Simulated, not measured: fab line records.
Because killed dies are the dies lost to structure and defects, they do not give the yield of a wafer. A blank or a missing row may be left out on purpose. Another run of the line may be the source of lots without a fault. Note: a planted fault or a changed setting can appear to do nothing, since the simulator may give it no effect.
2 desks, one fault :: flow sky130 :: what lay behind the numbers comes last; until then each desk has only its own

THE METROLOGY DESK
What the gauges read for every lot (on any tool): the sampled wafers with a number, averaged. If a lot's mean is further than 4 standard deviations from the usual mean, the lot is out of limits and carries the mark OUT (the distance appears in the brackets).
Columns: A = CONTACT_W_RS at SKY_CONTACT_RS_MEAS_25, usual 0.339 ohm/sq; B = CONTACT_W_THK at SKY_CONTACT_THK_MEAS_26, usual 321 nm; C = METAL1_ALCU_RS at SKY_METAL1_RS_MEAS_05, usual 0.1264 ohm/sq; D = METAL1_ALCU_THK at SKY_METAL1_THK_MEAS_06, usual 248.6 nm; E = cd-nm at SKY_METAL1_CD_MEAS_15, usual 140.4 nm; F = METAL1_OVL at SKY_METAL1_OVL_MEAS_16, usual -2 nm
lot: L949
first seen here: day 31 11:58
A: 0.338
B: 326
C: 0.1263
D: 247.6
E: 138.1
F: 0

lot: L955
first seen here: day 33 13:13
A: 0.333
B: 328
C: 0.1270
D: 245.9
E: 142.1
F: -3

lot: L958
first seen here: day 34 13:05
A: 0.338
B: 320
C: 0.1262
D: 246.6
E: 141.4
F: -1

lot: L960
first seen here: day 34 22:49
A: 0.344
B: 316
C: 0.1266
D: 244.7
E: 139.2
F: -4

lot: L961
first seen here: day 35 06:40
A: 0.343
B: 316
C: 0.1268
D: 246.3
E: 138.8
F: -2

lot: L969
first seen here: day 38 03:15
A: 0.340
B: 318
C: 0.1251
D: 252.3
E: 140.8
F: 10

lot: L970
first seen here: day 38 07:27
A: 0.344
B: 313
C: 0.1261
D: 250.0
E: 141.0
F: -6
This desk found nothing out of limits on any of the 7 lots.

AT THE TOOL OWNER'S DESK: pvd-sputter-04
At SKY_METAL1_SPUTTER_04 (material TiN, target thk 70 nm, time 58.3 s) the tool's own readings: per lot run on this tool, the mean of the sampled wafers that have a number. If a lot's mean is further than 4 standard deviations from the usual mean, the lot is out of limits and carries the mark OUT (the distance appears in the brackets).
Columns: A = chamber-pressure-pa at SKY_METAL1_SPUTTER_04, usual 0.3999 Pa; B = throttle-valve-pct at SKY_METAL1_SPUTTER_04, usual 29.7 %
lot: L949
first seen here: day 31 12:30
A: 0.3998
B: 29.5

lot: L955
first seen here: day 33 13:48
A: 0.3989
B: 29.8

lot: L958
first seen here: day 34 13:40
A: 0.4003
B: 29.9

lot: L960
first seen here: day 34 23:23
A: 0.4000
B: 28.5

lot: L961
first seen here: day 35 07:11
A: 0.4005
B: 29.5
This desk found nothing out of limits on any of the 5 lots.

TAKEN TOGETHER
The metrology desk saw nothing out of limits.
The desk of the tool owner found nothing out of limits.

WHAT THE SIMULATOR HAD INSERTED
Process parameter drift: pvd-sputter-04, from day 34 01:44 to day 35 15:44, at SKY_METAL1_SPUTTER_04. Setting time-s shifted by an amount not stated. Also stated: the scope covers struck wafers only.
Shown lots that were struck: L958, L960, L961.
